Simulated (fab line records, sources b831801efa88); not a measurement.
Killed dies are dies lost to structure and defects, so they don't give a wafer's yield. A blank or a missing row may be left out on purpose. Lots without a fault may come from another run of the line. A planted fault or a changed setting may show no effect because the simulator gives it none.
A struck lot beside a sound one | flow sky130 | 15 steps out of a route of 708
Sound: wafers L515.2, L515.4, L515.6. Struck: wafer L516.4. (L516.1, L516.2 of the same lot were not struck and are left out.) The cause comes at the end.
At each step with rows: each side's tool, then ch and its chambers, then its first start. Under that, the readings that differ: sound wafers | struck wafers | difference of the means | sigmas: that difference in standard deviations of wafers without a fault.
alike: readings whose means differ by less than 2 such deviations, and words and numbers that are the same on both sides. not compared: withheld readings, readings that some wafer has no value for, bounds like >300 that may hide the same value, and numbers for which the record gives no deviation and whose values overlap.
The two part at a step that has a row with sigmas, a row that says differs or no value, or rows on one side only. Numbers that don't overlap but have no deviation are shown without sigmas and don't part them. A reading that every wafer of one side lacks parts them only if that side has two wafers or more.

first, 7 steps without rows for these wafers: SKY_METAL4_HMDS_06 (prime time 60 s); SKY_METAL4_COAT_07 (resist thk 60 nm); SKY_METAL4_COAT_08 (resist thk 1140 nm); SKY_METAL4_SOFTBAKE_09 (time 90 s); SKY_METAL4_EXPOSE_10 (exposes mask MM4, target cd 300 nm); SKY_METAL4_PEB_11; SKY_METAL4_DEVELOP_12 (develop time 60 s).
SKY_METAL4_CD_MEAS_13: target cd 300 nm.
  sound on cd_sem-01, day 45 09:55; struck on cd_sem-02, day 45 12:48
  alike: cd_nm
SKY_METAL4_OVL_MEAS_14:
  sound on overlay-01, day 45 10:01; struck on overlay-02, day 45 12:55
  alike: METAL4_OVL
SKY_METAL4_DESCUM_15: chemistry O2, time 8 s.
  sound on rie_metal-04 ch 0, day 45 10:03; struck on rie_metal-02 ch 1, day 45 12:57
  alike: drypump_motor_current_A, oes_product_au
  not compared: rf_hours_counter_h
SKY_METAL4_ETCH_16: etches BARC in N2/H2, stops on SiO2, time 88.2 s, target depth 60 nm.
  sound on rie_metal-04 ch 0, day 45 10:05; struck on rie_metal-02 ch 1, day 45 12:59
  alike: drypump_motor_current_A, oes_product_au, run_length_s, throttle_valve_pct
  not compared: rf_hours_counter_h
SKY_METAL4_ETCH_17: etches SiO2 in C4F8/O2/Ar, stops on TiN, time 3.9 s, target depth 15 nm.
  sound on rie_diel-01 ch 0,2,3, day 45 10:11; struck on rie_diel-04 ch 0, day 45 13:05
  alike: oes_product_au
  not compared: rf_hours_counter_h
SKY_METAL4_METAL_ETCH_18: etches the open film in Cl2/BCl3, stops on SiO2, target depth 845 nm, time 183.1 s.
  sound on rie_metal-02 ch 0,1, day 45 10:12; struck on rie_metal-01 ch 0, day 45 13:06
  reading                                       | sound             | struck | difference | sigmas
  oes_product_au (a.u.)                         | 0.872 0.873 0.869 | 0.915  | +0.044     | +6
  run_length_s (s)                              | 212.3 211.4 211.3 | 203.3  | -8.4       | -20
  model.KrF-thick_of_METAL4_COAT_08.thk_nm (nm) | 528.2 515.3 508.8 | 550.4  | +33.0      |
  alike: drypump_motor_current_A, throttle_valve_pct
  not compared: rf_hours_counter_h
SKY_METAL4_STRIP_19: strips in O2/N2.
  sound on plasma_asher-02 ch 0,1, day 45 10:23; struck on plasma_asher-02 ch 1, day 45 13:17
  reading                      | sound             | struck | difference | sigmas
  oes_product_au (a.u.)        | 0.503 0.497 0.490 | 0.512  | +0.015     | +3
  strip_time_to_endpoint_s (s) | 6.54 6.41 6.36    | 6.76   | +0.32      | +3
  alike: drypump_motor_current_A
  not compared: rf_hours_counter_h
then, 1 step without rows for these wafers: SKY_METAL4_STRIP_20 (strips in post etch residue remover, time 1200 s).

WHERE THEY PART
First at SKY_METAL4_METAL_ETCH_18; last, within this record, at SKY_METAL4_STRIP_19.

WHY: what the simulator had put in
Process parameter drift: rie_metal-01, from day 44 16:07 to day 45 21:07, at SKY_METAL4_METAL_ETCH_18. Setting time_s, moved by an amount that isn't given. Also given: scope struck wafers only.
